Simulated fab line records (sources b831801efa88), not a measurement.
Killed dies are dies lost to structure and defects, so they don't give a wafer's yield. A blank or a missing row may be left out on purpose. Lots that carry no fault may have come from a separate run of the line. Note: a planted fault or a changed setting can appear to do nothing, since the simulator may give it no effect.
8D (eight disciplines) problem report, filled in by code + flow gf180mcu + the parts of the form that need people (team, actions taken, sign-off) are left out

== 1. WHAT WENT WRONG ==
V4_CVD_02_THK at GF_V4_THK_MEAS_03 reads a mean of 751 nm on 1 wafer of 1 lot; wafers without a fault read 852 nm with a standard deviation of 11. That is -9.2 standard deviations from the usual mean.
Seen first at day 28 03:32 on film-metro-01, wafer L686.2. Wafers with a number at this step in the record: 37, from 13 lots. Rule for "out", or "out of limits": more than 4 standard deviations from the usual mean. All remaining wafers that have a number are taken as sound.

== 2. WHAT IT IS, WHAT IT ISN'T ==
| question                    | is                     | is not                                                                                                   |
|-----------------------------|------------------------|----------------------------------------------------------------------------------------------------------|
| which readings at this step | V4_CVD_02_THK          | -                                                                                                        |
| which lots                  | L686                   | L672, L673, L675, L676, L681, L688, L689, L690, L691, L692, L694, L695                                   |
| which wafers of those lots  | all that have a number | -                                                                                                        |
| read on which gauges        | film-metro-01          | film-metro-02, film-metro-04                                                                             |
| when                        | from day 28 03:32      | up to then (15 sound wafers); but 21 sound wafers of L688, L689, L690, L691, L692, L694, L695 came after |

== 3. WHAT RULES OUT EACH SUSPECT ==
Counting: a tool stays on the suspect list if, at a process step up to the reading, it processed all lots that are out and no sound lot following the first of them.
- the gauge at GF_V4_THK_MEAS_03 has been ruled out. All the wafers that are out were read on film-metro-01, but those of them that GF_V4_ETCH_17 has rows for are out there too, on other tools.
- pecvd-01 at GF_V4_CVD_02 (deposits SiO2 from TEOS, target thk 850 nm, time 94.851 s): kept. It ran the lot that is out, L686 (day 28 03:28), and no sound lot after that; its last sound lot up to then is L681 (day 26 13:13).
Remaining after the count: pecvd-01 at GF_V4_CVD_02.

== 4. THE CAUSE (what the simulator had put in) ==
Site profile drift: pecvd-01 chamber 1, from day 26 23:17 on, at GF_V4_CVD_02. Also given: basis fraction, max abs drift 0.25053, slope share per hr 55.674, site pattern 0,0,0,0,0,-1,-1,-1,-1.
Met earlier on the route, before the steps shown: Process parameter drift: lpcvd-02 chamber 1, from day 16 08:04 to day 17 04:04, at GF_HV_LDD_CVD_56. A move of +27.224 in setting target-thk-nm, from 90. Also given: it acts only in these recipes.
This tool alone remained once counting was done.

== 5. THE EFFECT CHAIN, in route order ==
One row per reading whose mean, taken over the struck wafers that have a number, lies over 3 standard deviations from the usual. Readings are gone through only where the record gives a usual standard deviation; hours: the median, over the lots, of the time from a lot's start at the first step in this table giving one to that lot's start at this step; sigmas: the change measured in usual standard deviations.
| hours | step              | reading        | usual      | on struck wafers | change | sigmas |
|-------|-------------------|----------------|------------|------------------|--------|--------|
| 0     | GF_V4_THK_MEAS_03 | V4_CVD_02_THK  | 852 nm     | 751              | -101   | -9.2   |
| -     | GF_V4_ETCH_17     | oes-product-au | 0.856 a.u. | 0.789            | -0.067 | -15    |
Its process steps:
- GF_V4_ETCH_17: etches SiO2 in C4F8/O2/Ar, stops on TiN, target depth 630 nm.
Later steps that measure or inspect, where all struck wafers having a row at the step show a number for every such reading and not one has moved that far: GF_V4_OVL_MEAS_15.

== 6. WHAT WOULD HAVE CAUGHT IT SOONER ==
The first out-of-limits reading at a measuring or inspecting step in this record came at day 28 03:32, 28 hours after the fault's start at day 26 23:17.
Of the tool readings at GF_V4_CVD_02 for which the record gives a usual standard deviation, none was out on any struck wafer, so an alarm limit of 4 standard deviations on them would not have fired.
All the lots that are out (1) had begun GF_V4_CVD_02 on pecvd-01 by day 28 03:32. Had the tool been put on hold then, not one of them would have been saved.
